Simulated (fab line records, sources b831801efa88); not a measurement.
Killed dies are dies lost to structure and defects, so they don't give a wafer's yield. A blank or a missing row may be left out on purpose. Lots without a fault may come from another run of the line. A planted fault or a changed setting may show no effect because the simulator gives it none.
fab line records | flow sky130
record lots=12 wafers=36 last_day=50
route steps=708 shown VIA3@587 PAD_OPEN@708
lots that met no fault: from a run of the same line without faults
start_h: hours from the record's first day to the start of the lot's first wafer shown | wait_h: hours since the lot's step before | " the same as in the row above | L1.1+2: a row that stands for several wafers | - no value, or no start given | * or withheld: withheld | < > ~ a bound
route shown NAME@n: a module of which the file shows steps, and the number in the route of the first | usual: mean/standard deviation of fault-free wafers | same: alike in all rows | chamber/n: place in a boat | sites: the reading at each site | _std_site: their standard deviation | _edge_site: outer sites' mean less inner sites' | radius_mm: how far each site lies from the wafer's centre | mask NAME#n: copy n | behind: the tool/chamber that last shaped the wafer | hold: why the lot was held/for how many hours/how that ended | device: the transistor (n, p or np) that didn't switch | end of line: the same wafers' tests at the end of the route | a step without rows: its recipe alone | killed: dies lost to structure and defects at the first sort, not the wafer's yield | map: a wafer's dies, x killed, . not, _ none there
set.NAME: the setting as run; set.NAME@STEP: as run at that earlier step | model.NAME: the simulator's own value behind a step, which no gauge read
steps of the route over a sample of lots; a table a step, a row a wafer
services: from which hour (start_h, from the record's first day; less than 0 if before it) a tool's chamber was out of use, for how many hours, and why
## steps
# step SKY_VIA3_ETCH_14
# recipe chemistry=N2/H2 target=BARC ion_energy_ev=200 source_w=500 bias_w=100 pressure_mtorr=30 n2_flow_sccm=100 h2_flow_sccm=200 stop_on=SiO2 time_s=45.9 target_depth_a=600
# usual bias_w=99.99/0.27 drypump_motor_current_A=5.6/0.53 h2_flow_sccm=199.9/0.6 oes_product_au=0.855/0.0055 throttle_valve_pct=13.225/0.009
# columns lot.wafer tool chamber start_h wait_h bias_w drypump_motor_current_A h2_flow_sccm oes_product_au rf_hours_counter_h throttle_valve_pct
L430.1 rie_diel-02 3 931.74 0.0 100.41 6.5 200.1 0.863 11 13.227
L430.5 " 1 " " 100.08 5.1 200.1 0.864 - 13.233
L430.6 " 2 " " 100.11 5.5 200.7 0.856 - 13.237
L432.2 rie_diel-02 2 945.01 0.0 100.28 5.5 200.7 0.853 3 13.211
L432.5 " 0 " " 100.05 5.1 201.0 0.849 - 13.231
L432.6 " 3 " " 99.93 6.5 199.6 0.861 - 13.224
L434.1 rie_diel-02 3 959.71 0.0 100.44 6.5 200.1 0.860 12 13.227
L434.2 " 0 " " 99.89 5.1 200.0 0.850 16 13.226
L434.4 " 2 " " 100.17 5.5 199.6 0.861 3 13.231
L436.1 rie_diel-03 3 972.11 0.0 99.98 5.8 200.0 0.865 25 13.232
L436.2 " 1 " " 100.09 5.6 199.3 0.851 28 13.228
L436.5 " 3 " " 100.27 5.8 200.1 0.853 - 13.230
L438.1 rie_diel-02 1 989.46 0.0 99.85 5.1 200.3 0.856 7 13.235
L438.2 " 2 " " 100.09 5.5 200.1 0.845 4 13.211
L438.4 " 0 " " 99.49 5.1 199.8 0.860 17 13.226
L442.2 rie_diel-02 0 1011.52 0.0 99.85 5.1 200.2 0.848 17 13.224
L442.4 " 2 " " 100.16 5.5 199.2 0.851 5 13.220
L442.5 " 1 " " 100.20 5.1 198.5 0.853 - 13.200
L444.1 rie_diel-02 0 1031.66 0.0 99.72 5.1 199.6 0.853 18 13.214
L444.2 " 2 " " 100.03 5.5 200.1 0.858 6 13.214
L444.3 " 3 " " 99.91 6.5 199.6 0.863 14 13.239
L445.3 rie_diel-03 3 1041.24 0.0 100.13 5.9 200.7 0.855 27 13.230
L445.5 " 2 " " 99.96 4.6 199.0 0.860 - 13.224
L445.6 " 1 " " 99.58 5.6 199.5 0.852 - 13.224
L446.3 rie_diel-03 1 1043.21 0.0 99.57 5.6 200.1 0.863 1 13.244
L446.5 " 2 " " 100.21 4.7 199.3 0.852 - 13.226
L446.6 " 3 " " 99.78 5.8 199.7 0.857 - 13.221
L449.1 rie_diel-01 2 1058.32 0.0 100.34 5.9 200.0 0.853 13 13.238
L449.3 " 3 " " 99.95 5.6 200.1 0.857 20 13.207
L449.4 " 1 " " 99.73 5.7 200.2 0.852 16 13.232
L451.1 rie_diel-03 1 1067.06 0.0 99.95 5.6 199.2 0.851 2 13.216
L451.4 " 2 " " 99.90 4.6 202.1 0.856 27 13.219
L451.5 " 0 " " 100.07 5.9 199.1 0.851 - 13.233
L452.2 rie_diel-01 3 1073.42 0.0 99.98 5.6 199.0 0.845 21 13.207
L452.3 " 3 " " 99.32 5.6 199.0 0.856 - 13.225
L452.6 " 3 " " 99.75 5.6 199.2 0.844 - 13.209
# step SKY_VIA3_SPUTTER_20
# recipe material=TiN target_thk_nm=20 chamber_pressure_pa=5 power_w=4000 time_s=80
# usual cathode_dc_power_W=4000.1/0.69 throttle_valve_pct=30.6/1.2
# columns lot.wafer tool chamber start_h wait_h cathode_dc_power_W throttle_valve_pct
L430.1 pvd_sputter-04 - 932.43 0.0 3999.7 30.5
L430.5 " - " " 3999.7 29.3
L430.6 " - " " 4000.2 30.9
L432.2 pvd_sputter-04 - 945.70 0.0 4000.8 30.2
L432.5 " - " " 3999.8 30.4
L432.6 " - " " 4000.2 29.1
L434.1 pvd_sputter-03 - 960.55 0.0 4001.7 32.9
L434.2 " - " " 4000.4 31.2
L434.4 " - " " 3999.7 31.4
L436.1 pvd_sputter-03 - 972.89 0.0 3999.8 29.7
L436.2 " - " " 3999.0 31.2
L436.5 " - " " 4000.1 33.0
L438.1 pvd_sputter-03 - 990.32 0.0 3999.7 31.5
L438.2 " - " " 4000.3 29.5
L438.4 " - " " 3999.8 33.1
L442.2 pvd_sputter-01 - 1012.28 0.0 3999.3 30.3
L442.4 " - " " 4000.8 32.1
L442.5 " - " " 4000.6 29.8
L444.1 pvd_sputter-01 - 1032.39 0.0 3999.9 29.9
L444.2 " - " " 4000.5 32.2
L444.3 " - " " 3999.4 30.3
L445.3 pvd_sputter-03 - 1042.00 0.0 4109.3 33.2
L445.5 " - " " 4110.6 33.2
L445.6 " - " " 4111.5 31.0
L446.3 pvd_sputter-03 - 1043.97 0.0 4110.8 29.5
L446.5 " - " " 4110.3 29.5
L446.6 " - " " 4111.5 29.7
L449.1 pvd_sputter-01 - 1059.05 0.0 3999.5 29.9
L449.3 " - " " 3999.6 31.7
L449.4 " - " " 3999.5 30.0
L451.1 pvd_sputter-04 - 1067.80 0.0 3999.8 30.6
L451.4 " - " " 4000.6 30.9
L451.5 " - " " 4000.1 31.0
L452.2 pvd_sputter-01 - 1074.21 0.0 4001.0 30.0
L452.3 " - " " 3999.5 29.8
L452.6 " - " " 3999.5 30.1
# step SKY_VIA3_RS_MEAS_22
# recipe thk_meas_gauge=four-point-probe reads=W_of_VIA3_CVD_21+TiN_of_VIA3_SPUTTER_20
# usual VIA3_W_RS=0.296/0.0035
# columns lot.wafer tool chamber start_h wait_h VIA3_W_RS[ohm/sq]
L430.1 film_metro-02 - 932.61 0.1 0.295
L430.5 " - " " 0.299
L430.6 " - " " 0.295
L432.2 film_metro-01 - 945.91 0.1 0.294
L432.5 " - " " 0.297
L432.6 " - " " 0.293
L434.1 film_metro-04 - 960.74 0.1 0.296
L434.2 " - " " 0.296
L434.4 " - " " 0.294
L436.1 film_metro-04 - 973.08 0.1 0.300
L436.2 " - " " 0.298
L436.5 " - " " 0.302
L438.1 film_metro-01 - 990.50 0.1 0.289
L438.2 " - " " 0.293
L438.4 " - " " 0.294
L442.2 film_metro-02 - 1012.49 0.1 0.295
L442.4 " - " " 0.294
L442.5 " - " " 0.295
L444.1 film_metro-01 - 1032.57 0.1 0.302
L444.2 " - " " 0.296
L444.3 " - " " 0.295
L445.3 film_metro-04 - 1042.22 0.1 0.303
L445.5 " - " " 0.298
L445.6 " - " " 0.301
L446.3 film_metro-04 - 1044.20 0.1 0.288
L446.5 " - " " 0.297
L446.6 " - " " 0.290
L449.1 film_metro-02 - 1059.24 0.1 0.295
L449.3 " - " " 0.296
L449.4 " - " " 0.295
L451.1 film_metro-01 - 1067.98 0.1 0.292
L451.4 " - " " 0.294
L451.5 " - " " 0.295
L452.2 film_metro-01 - 1074.41 0.1 0.293
L452.3 " - " " 0.298
L452.6 " - " " 0.298
# step SKY_VIA3_THK_MEAS_23
# recipe thk_meas_gauge=xrf reads=W_of_VIA3_CVD_21
# usual VIA3_W_THK=397/6.1
# columns lot.wafer tool chamber start_h wait_h VIA3_W_THK[nm]
L430.1 film_metro-02 - 932.73 0.1 399
L430.5 " - " " 391
L430.6 " - " " 396
L432.2 film_metro-01 - 946.02 0.1 397
L432.5 " - " " 387
L432.6 " - " " 396
L434.1 film_metro-04 - 960.86 0.1 396
L434.2 " - " " 398
L434.4 " - " " 397
L436.1 film_metro-04 - 973.20 0.1 391
L436.2 " - " " 395
L436.5 " - " " 389
L438.1 film_metro-01 - 990.62 0.1 404
L438.2 " - " " 394
L438.4 " - " " 396
L442.2 film_metro-02 - 1012.60 0.1 393
L442.4 " - " " 393
L442.5 " - " " 392
L444.1 film_metro-01 - 1032.69 0.1 391
L444.2 " - " " 398
L444.3 " - " " 399
L445.3 film_metro-04 - 1042.32 0.1 397
L445.5 " - " " 404
L445.6 " - " " 400
L446.3 film_metro-04 - 1044.30 0.1 421
L446.5 " - " " 411
L446.6 " - " " 419
L449.1 film_metro-02 - 1059.36 0.1 400
L449.3 " - " " 396
L449.4 " - " " 401
L451.1 film_metro-01 - 1068.10 0.1 401
L451.4 " - " " 399
L451.5 " - " " 394
L452.2 film_metro-01 - 1074.52 0.1 399
L452.3 " - " " 392
L452.6 " - " " 394
# step SKY_PAD_OPEN_PROBE_99
# usual defect_limited_yield=82.3/1.9 killed_at_M0_to_M3=44/7.4 killed_at_M4_up=3.2/1.8 killed_at_contacts=25/5.2 killed_at_front_end=15/4.5 killed_at_other=0.2/0.43 killed_dies=87/9.6 killed_open=48/7.6 killed_short=40/5.7 sort_bin_3_pad_short=0.9/0.45 sort_bin_5_function=10.5/1.5 sort_bin_6_memory=6.3/1.2 sort_n_pass=405/9.6 sort_yield_pct=82.3/1.9
# same gross_dies=492 killed_at_back_side=0 sort_bin_4_leakage[%]=0 sort_bin_8_speed[%]=0
# columns lot.wafer tool chamber start_h wait_h defect_limited_yield[%] killed_at_M0_to_M3 killed_at_M4_up killed_at_contacts killed_at_front_end killed_at_other killed_dies killed_open killed_short sort_bin_3_pad_short[%] sort_bin_5_function[%] sort_bin_6_memory[%] sort_n_pass sort_yield_pct[%]
L432.2 prober-01 - 1091.71 0.1 82.9 50 3 20 11 0 84 37 47 0.6 11.0 5.5 408 82.9
L432.5 prober-01 - 1091.86 0.2 78.9 60 0 31 13 0 104 61 43 1.2 13.6 6.3 388 78.9
L432.6 prober-01 - 1091.91 0.2 82.1 46 2 31 9 0 88 50 38 0.6 11.2 6.1 404 82.1
L445.3 prober-02 - 1169.38 0.2 82.9 36 3 25 20 0 84 51 33 1.4 11.0 4.7 408 82.9
L445.5 prober-02 - 1169.48 0.2 82.9 39 0 22 23 0 84 48 36 0.4 9.8 6.9 408 82.9
L445.6 prober-02 - 1169.53 0.2 79.5 40 2 34 25 0 101 57 44 0.6 12.8 7.1 391 79.5
# killed by level:class
L432.2 VIA1:geometric_particle:open=9 CONTACT:geometric_particle:open=8 METAL1:geometric_particle:short=6 VIA1:geometric_particle:short=6 VIA3:geometric_particle:short=6 CONTACT:geometric_particle:short=5 METAL2:geometric_particle:short=5 VIA3:geometric_particle:open=5
L432.5 VIA1:geometric_particle:open=21 CONTACT:geometric_particle:open=9 CONTACT:geometric_particle:short=9 VIA1:geometric_particle:short=8 LI_CONTACT:geometric_particle:open=7 VIA3:geometric_particle:open=7 VIA2:geometric_particle:open=6 METAL3:geometric_particle:short=5
L432.6 VIA1:geometric_particle:open=12 CONTACT:geometric_particle:open=11 CONTACT:geometric_particle:short=9 VIA1:geometric_particle:short=9 VIA2:geometric_particle:open=6 LI_CONTACT:geometric_particle:open=5 LI_CONTACT:geometric_particle:short=4 POLY_GATE:geometric_particle:short=3
L445.3 CONTACT:geometric_particle:open=10 VIA2:geometric_particle:open=10 VIA3:geometric_particle:open=9 VIA1:geometric_particle:open=7 LI_CONTACT:geometric_particle:open=6 POLY_GATE:geometric_particle:short=5 LOCAL_INTERCONNECT:geometric_particle:short=5 POLY_GATE:geometric_particle:open=4
L445.5 VIA1:geometric_particle:open=9 CONTACT:geometric_particle:open=9 VIA2:geometric_particle:open=8 METAL1:geometric_particle:short=7 FIELD_ISO:geometric_particle:short=6 FIELD_ISO:geometric_particle:open=6 VIA3:geometric_particle:open=6 LI_CONTACT:geometric_particle:short=4
L445.6 LI_CONTACT:geometric_particle:open=11 VIA1:geometric_particle:open=11 CONTACT:geometric_particle:open=10 CONTACT:geometric_particle:short=8 POLY_GATE:geometric_particle:short=6 FIELD_ISO:geometric_particle:short=5 POLY_GATE:geometric_particle:open=5 METAL2:geometric_particle:short=5
## services
# columns tool chamber start_h hours kind
rie_diel-03 0 930.18 - clean
rie_diel-03 0 930.18 19.4 scheduled_down
rie_diel-03 0 930.18 19.4 vent_cycle
rie_diel-03 3 934.45 3.5 repair
rie_diel-01 3 940.18 12.8 repair
rie_diel-01 0 940.48 4.9 repair
rie_diel-03 - 978.99 2.0 repair
pvd_sputter-04 - 983.36 7.5 repair
rie_diel-03 - 984.03 2.1 repair
rie_diel-01 3 991.90 7.3 repair
pvd_sputter-03 - 993.22 1.9 repair
rie_diel-03 1 1000.02 - clean
rie_diel-03 1 1000.02 16.3 scheduled_down
rie_diel-03 1 1000.02 16.3 vent_cycle
rie_diel-03 3 1002.94 18.6 repair
pvd_sputter-01 - 1007.28 4.8 repair
rie_diel-03 2 1013.79 1.8 repair
rie_diel-02 1 1014.75 3.0 repair
pvd_sputter-04 - 1020.97 0.5 repair
rie_diel-03 2 1025.93 4.0 repair
rie_diel-03 0 1037.84 11.7 repair
rie_diel-01 1 1038.67 1.5 repair
rie_diel-01 0 1067.57 - clean
rie_diel-01 2 1072.74 3.2 repair
## key
first_sign step=SKY_VIA3_SPUTTER_20 reading=cathode_dc_power_W direction=up sigmas=99+ usual=4000.1 struck=4110.7
effect none on later readings
met_at SKY_VIA3_SPUTTER_20
struck_lots L445,L446
not_acting_at SKY_VIA3_ETCH_14,SKY_VIA3_RS_MEAS_22,SKY_VIA3_THK_MEAS_23
onset_between 990.32 1042.00
fault kind=process_parameter_drift tool=pvd_sputter-03 chamber=- onset_h=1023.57 steps=SKY_VIA3_SPUTTER_20 channel=power_w offset=* shape=step end_h=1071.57 acts_in=* stated=*
